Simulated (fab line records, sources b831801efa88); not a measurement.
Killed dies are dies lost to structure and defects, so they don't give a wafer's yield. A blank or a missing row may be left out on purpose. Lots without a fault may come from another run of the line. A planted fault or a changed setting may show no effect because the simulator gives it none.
One fault seen from 2 desks | flow sky130 | each desk has only its own numbers; what lay behind them comes last

THE TOOL OWNER'S DESK: pvd_sputter-02
The tool's own readings at SKY_METAL1_SPUTTER_04 (material TiN, target thk 70 nm, time 58.3 s): means of the sampled wafers that have a number, for each lot that ran on this tool. A lot is out of limits, marked OUT, if its mean lies more than 4 standard deviations from the usual mean; the brackets give that distance.
Columns: A = throttle_valve_pct at SKY_METAL1_SPUTTER_04, usual 29.4 %
lot  | first seen here | A
L622 | day 32 01:32    | 28.6
L627 | day 33 10:17    | 28.8
L630 | day 34 03:10    | 28.7
L631 | day 34 16:20    | 28.7
L641 | day 37 17:47    | 28.7
L642 | day 37 19:01    | 28.6
This desk's finding: nothing out of limits on any of the 6 lots.

THE METROLOGY DESK
What the gauges read, lot by lot, whatever tool the lot ran on: means of the sampled wafers that have a number. A lot is out of limits, marked OUT, if its mean lies more than 4 standard deviations from the usual mean; the brackets give that distance.
Columns: A = METAL1_ALCU_RS at SKY_METAL1_RS_MEAS_05, usual 0.1272 ohm/sq; B = METAL1_ALCU_THK at SKY_METAL1_THK_MEAS_06, usual 249.5 nm
lot  | first seen here | A      | B
L622 | day 32 01:35    | 0.1282 | 246.9
L625 | day 32 12:16    | 0.1275 | 250.3
L626 | day 32 16:22    | 0.1266 | 249.9
L627 | day 33 10:20    | 0.1260 | 253.1
L629 | day 34 02:22    | 0.1259 | 251.4
L630 | day 34 03:14    | 0.1265 | 237.8 (-5.1) OUT
L631 | day 34 16:26    | 0.1274 | 243.9
L640 | day 37 11:26    | 0.1286 | 247.5
L641 | day 37 17:51    | 0.1266 | 251.0
L642 | day 37 19:04    | 0.1286 | 245.9
L643 | day 38 09:31    | 0.1262 | 250.2
L644 | day 38 12:05    | 0.1272 | 249.0
L645 | day 38 18:41    | 0.1269 | 249.1
This desk's finding: out of limits on L630; first on L630, day 34 10:29 (METAL1_ALCU_THK at SKY_METAL1_THK_MEAS_06). In limits: L622, L625, L626, L627, L629, L631, L640, L641, L642, L643, L644, L645.

PUT TOGETHER
The metrology desk could have raised an alarm at day 34 10:29, on L630.
The tool owner's desk saw nothing out of limits.
The tool owner's desk has L630 on record, within its limits.
Of the lots named, all ran SKY_METAL1_SPUTTER_04 on pvd_sputter-02.

WHAT THE SIMULATOR HAD PUT IN
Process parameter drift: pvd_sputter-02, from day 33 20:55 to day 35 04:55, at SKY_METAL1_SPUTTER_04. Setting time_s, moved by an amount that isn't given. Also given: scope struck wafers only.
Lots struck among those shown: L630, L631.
Hours from the fault's start to each desk's first reading out of limits: the metrology desk, 14.
